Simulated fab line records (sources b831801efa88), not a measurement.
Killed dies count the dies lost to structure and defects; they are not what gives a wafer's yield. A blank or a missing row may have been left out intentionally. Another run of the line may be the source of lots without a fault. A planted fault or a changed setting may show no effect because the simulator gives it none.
Which tool is to blame? | flow gf180mcu | 11 lots, 33 wafers sampled, at 5 steps of a route of 602

WHAT THE GAUGES SHOWED, per wafer
GF_V3_OVL_MEAS_15.
lot  | measured     | on         | V3_OVL (nm)
L804 | day 22 23:48 | overlay-01 | -7 1 -2
L805 | day 23 06:37 | overlay-01 | 9 7 -3
L810 | day 25 04:24 | overlay-02 | 5 -2 -3
L811 | day 25 13:05 | overlay-01 | 4 6 1
L816 | day 27 01:02 | overlay-01 | 12 8 10
L817 | day 27 06:56 | overlay-02 | 10 7 -1
L819 | day 28 02:48 | overlay-02 | 2 -8 -7
L820 | day 28 10:42 | overlay-01 | 2 10 6
L821 | day 28 23:26 | overlay-01 | -6 5 -1
L823 | day 29 04:27 | overlay-02 | 1 11 10
L826 | day 30 03:11 | overlay-02 | 0 3 0

GF_M4_OVL_MEAS_15.
lot  | measured     | on         | M4_OVL (nm)
L804 | day 24 01:04 | overlay-02 | 10 9 1
L805 | day 24 07:00 | overlay-01 | 1 -3 1
L810 | day 26 02:47 | overlay-02 | -6 -6 -8
L811 | day 26 12:15 | overlay-01 | 3 -8 0
L816 | day 27 22:51 | overlay-01 | 5 -7 2
L817 | day 28 04:55 | overlay-02 | 1 -5 1
L819 | day 29 00:36 | overlay-01 | -1 -2 -2
L820 | day 29 08:53 | overlay-01 | 41 48 40 44 52 44
L821 | day 29 19:48 | overlay-02 | -6 3 2
L823 | day 30 00:55 | overlay-02 | -6 2 -4
L826 | day 30 23:17 | overlay-02 | 50 39 45 53 44 50

WHAT TOOL EACH LOT RAN ON (gives the tool, then ch and the chambers of the sampled wafers, and finally the start)
lot  | GF_M3_SPUTTER_03            | GF_M3_METAL_ETCH_16              | GF_M4_EXPOSE_11
L804 | pvdSputter-04, day 20 23:25 | rieMetal-02 ch 0,1, day 21 23:10 | krfScanner-01 ch 0, day 23 13:01
L805 | pvdSputter-01, day 21 06:39 | rieMetal-02 ch 0,1, day 22 06:10 | krfScanner-01 ch 0, day 23 20:20
L810 | pvdSputter-04, day 23 06:03 | rieMetal-02 ch 0,1, day 24 05:17 | krfScanner-02 ch 0, day 25 16:42
L811 | pvdSputter-04, day 23 15:41 | rieMetal-03 ch 0,1, day 24 13:53 | krfScanner-02 ch 0, day 26 02:17
L816 | pvdSputter-04, day 25 05:23 | rieMetal-04 ch 0,1, day 26 03:13 | krfScanner-02 ch 0, day 27 12:40
L817 | pvdSputter-02, day 25 11:30 | rieMetal-02 ch 0,1, day 26 09:02 | krfScanner-01 ch 0, day 27 19:26
L819 | pvdSputter-01, day 26 07:56 | rieMetal-03 ch 1, day 27 05:14   | krfScanner-01 ch 0, day 28 14:49
L820 | pvdSputter-02, day 26 17:12 | rieMetal-04 ch 0,1, day 27 13:07 | krfScanner-01 ch 0, day 28 23:33
L821 | pvdSputter-02, day 27 04:36 | rieMetal-02 ch 0,1, day 28 01:13 | krfScanner-02 ch 0, day 29 10:27
L823 | pvdSputter-04, day 27 11:22 | rieMetal-04 ch 0, day 28 07:29   | krfScanner-02 ch 0, day 29 15:40
L826 | pvdSputter-02, day 28 11:01 | rieMetal-04 ch 0,1, day 29 06:38 | krfScanner-01 ch 0, day 30 14:27
- GF_M3_SPUTTER_03: material Ti, target thk 10 nm, time 6.7 s.
- GF_M3_METAL_ETCH_16: etches the open film in Cl2/BCl3, stops on SiO2, target depth 750.8 nm, time 125.1 s.
- GF_M4_EXPOSE_11: exposes mask Metal4, target cd 280 nm.

WHAT THE TOOLS THEMSELVES READ (means of the sampled wafers that have a number; where no wafer has one, the mark that the record gives instead)
GF_M3_SPUTTER_03.
lot  | tool          | chamberPressurePa (Pa) | substrateTempC (C) | throttleValvePct (%)
L804 | pvdSputter-04 | 0.3008                 | 299.99             | 30.8
L805 | pvdSputter-01 | 0.3000                 | 299.95             | 29.7
L810 | pvdSputter-04 | 0.2996                 | 300.02             | 30.3
L811 | pvdSputter-04 | 0.2997                 | 300.12             | 30.6
L816 | pvdSputter-04 | 0.3003                 | 299.97             | 30.9
L817 | pvdSputter-02 | 0.2997                 | 299.93             | 29.6
L819 | pvdSputter-01 | 0.3006                 | 299.90             | 29.5
L820 | pvdSputter-02 | 0.3002                 | 300.23             | 30.4
L821 | pvdSputter-02 | 0.3003                 | 299.88             | 29.9
L823 | pvdSputter-04 | 0.2999                 | 299.89             | 30.2
L826 | pvdSputter-02 | 0.2992                 | 299.95             | 30.5

GF_M3_METAL_ETCH_16.
lot  | tool        | drypumpMotorCurrentA (A) | oesProductAu (a.u.) | rfFwdPowerW (W) | throttleValvePct (%)
L804 | rieMetal-02 | 5.46                     | 0.995               | 796.4           | 28.220
L805 | rieMetal-02 | 5.44                     | 0.991               | 794.8           | 28.235
L810 | rieMetal-02 | 5.44                     | 0.987               | 797.1           | 28.243
L811 | rieMetal-03 | 5.91                     | 0.984               | 794.6           | 28.240
L816 | rieMetal-04 | 5.71                     | 0.993               | 795.9           | 28.226
L817 | rieMetal-02 | 5.44                     | 0.980               | 797.4           | 28.245
L819 | rieMetal-03 | 5.80                     | 0.979               | 793.7           | 28.248
L820 | rieMetal-04 | 5.71                     | 0.993               | 795.6           | 28.236
L821 | rieMetal-02 | 5.46                     | 0.984               | 795.2           | 28.244
L823 | rieMetal-04 | 5.51                     | 0.992               | 795.5           | 28.225
L826 | rieMetal-04 | 5.70                     | 0.979               | 794.9           | 28.235

GF_M4_EXPOSE_11.
lot  | tool          | exposureDoseMJCm2
L804 | krfScanner-01 | 27.99
L805 | krfScanner-01 | 27.94
L810 | krfScanner-02 | 27.99
L811 | krfScanner-02 | 27.99
L816 | krfScanner-02 | 27.96
L817 | krfScanner-01 | 27.95
L819 | krfScanner-01 | 27.94
L820 | krfScanner-01 | 27.95
L821 | krfScanner-02 | 27.98
L823 | krfScanner-02 | 27.98
L826 | krfScanner-01 | 27.91

THE ANSWER, worked out from the rows above alone
Rule: what is usual is taken from the lots themselves. Put in order of their means at a reading, lots are off if they are a third of the lots or fewer, leave a main group of 4 or more, and stand apart from it by a gap of 3 or more times the standard deviation of the main group's means; of several such gaps the widest counts. A main group whose means are all the same, to the digits that the tables above print for the reading, isn't used. Also off: a lot with no number at a reading for which 4 or more lots have one. The other lots that the step has rows for count as sound. After the gauges, taken in route order, come the tools' own readings; for these a lot's mean is taken, as printed above. At the first step where some lot is off, the reading lying furthest off is the one used; lots without a number count as furthest.
Off: at GF_M4_OVL_MEAS_15 (M4_OVL), L820, L826. The main group has a mean of -1 nm with a standard deviation of 3.3.
A tool fits if, at a process step before that reading, it ran every lot that is off, and no sound lot after the first of them. Those tools and the gauges at GF_M4_OVL_MEAS_15 are tried in the same way. One fits: GF_M4_EXPOSE_11 on krfScanner-01. Its last sound lot is L819 (day 28 14:49), its first lot that is off L820 (day 28 23:33): a fault that began between those two fits.

WHAT THE SIMULATOR HAD INSERTED
Scanner matching overlay: krfScanner-01, from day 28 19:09 on, at GF_M4_EXPOSE_11. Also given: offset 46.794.
Struck lots among those shown: L820, L826. The rule given above showed the same thing.
